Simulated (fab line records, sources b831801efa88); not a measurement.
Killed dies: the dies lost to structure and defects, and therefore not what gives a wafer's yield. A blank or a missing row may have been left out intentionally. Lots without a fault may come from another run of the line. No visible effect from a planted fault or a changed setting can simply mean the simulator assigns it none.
Problem report, 8D (eight disciplines) form, completed by code || flow sky130 || the parts of the form that need people (team, actions taken, sign-off) are left out

## 1. THE ISSUE
Wafers without a fault read 299.7 nm with a standard deviation of 1.7, while cd-nm at SKY_METAL3_CD_MEAS_13 averages 265.8 nm across 3 wafers of 1 lot. That puts it -20 standard deviations away from the usual mean.
The step: target cd 300 nm.
Seen first at day 43 12:34 on cd-sem-01, wafer L536.2. Wafers with a number at this step in the record: 39, from 13 lots. Rule for "out", or "out of limits": more than 4 standard deviations from the usual mean. All remaining wafers that have a number are taken as sound.

## 2. WHAT THIS IS AND IS NOT
{"question": "which readings at this step", "is": "cd-nm", "is not": "-"}
{"question": "which lots", "is": "L536", "is not": "L520, L521, L522, L523, L525, L530, L531, L533, L534, L535, L541, L543"}
{"question": "which wafers of those lots", "is": "all that have a number", "is not": "-"}
{"question": "read on which gauges", "is": "cd-sem-01", "is not": "cd-sem-02"}
{"question": "when", "is": "from day 43 12:34", "is not": "up to then (30 sound wafers); but 6 sound wafers of L541, L543 came after"}

## 3. SUSPECTS, AND WHAT RULES EACH OUT
Counting: any tool at a process step up to the reading is kept as a suspect provided that every lot that is out went through it and no sound lot did after the first of them.
- the gauge at SKY_METAL3_CD_MEAS_13: kept. All the wafers that are out were read on cd-sem-01, and no step on other tools shows them out.
- rie-metal-02 at SKY_METAL2_METAL_ETCH_19 (etches the open film in Cl2/BCl3, stops on SiO2, target depth 360 nm, time 78 s): kept. It ran the lot that is out, L536 (day 40 09:19), and no sound lot after that; its last sound lot up to then is L535 (day 39 22:29).
- pvd-sputter-04 at SKY_VIA2_SPUTTER_20 (material TiN, target thk 20 nm, time 80 s): kept. It ran the lot that is out, L536 (day 41 12:15), and no sound lot after that; its last sound lot up to then is L534 (day 40 19:08).
- krf-scanner-02 at SKY_METAL3_EXPOSE_10 (exposes mask MM3, target cd 300 nm): kept. It ran the lot that is out, L536 (day 43 01:43), and no sound lot after that; its last sound lot up to then is L535 (day 42 13:47).
Left after counting: rie-metal-02 at SKY_METAL2_METAL_ETCH_19, pvd-sputter-04 at SKY_VIA2_SPUTTER_20, krf-scanner-02 at SKY_METAL3_EXPOSE_10, cd-sem-01 at SKY_METAL3_CD_MEAS_13.

## 4. THE CAUSE (what the simulator had put in)
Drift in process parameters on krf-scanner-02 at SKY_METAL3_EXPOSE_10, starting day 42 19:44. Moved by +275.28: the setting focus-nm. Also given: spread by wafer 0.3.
Counting leaves 4 suspects; this tool is one of them.

## 5. THE EFFECT CHAIN, in route order
One row per reading whose mean, taken over the struck wafers that have a number, lies over 3 standard deviations from the usual. Readings are gone through only where the record gives a usual standard deviation; hours: the median, over the lots, of the time from a lot's start at the first step in this table giving one to that lot's start at this step; sigmas: the change measured in usual standard deviations.
{"hours": 0, "step": "SKY_METAL3_CD_MEAS_13", "reading": "cd-nm", "usual": "299.7 nm", "on struck wafers": 265.8, "change": -33.9, "sigmas": -20}

## 6. WHAT WOULD HAVE CAUGHT IT SOONER
Counted from the fault's start at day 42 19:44, it took 17 hours until the first out-of-limits reading at a measuring or inspecting step in this record, taken at day 43 12:34.
All the lots that are out (1) had begun SKY_METAL3_EXPOSE_10 on krf-scanner-02 by day 43 12:34. Holding the tool at that point would not have protected any of them.
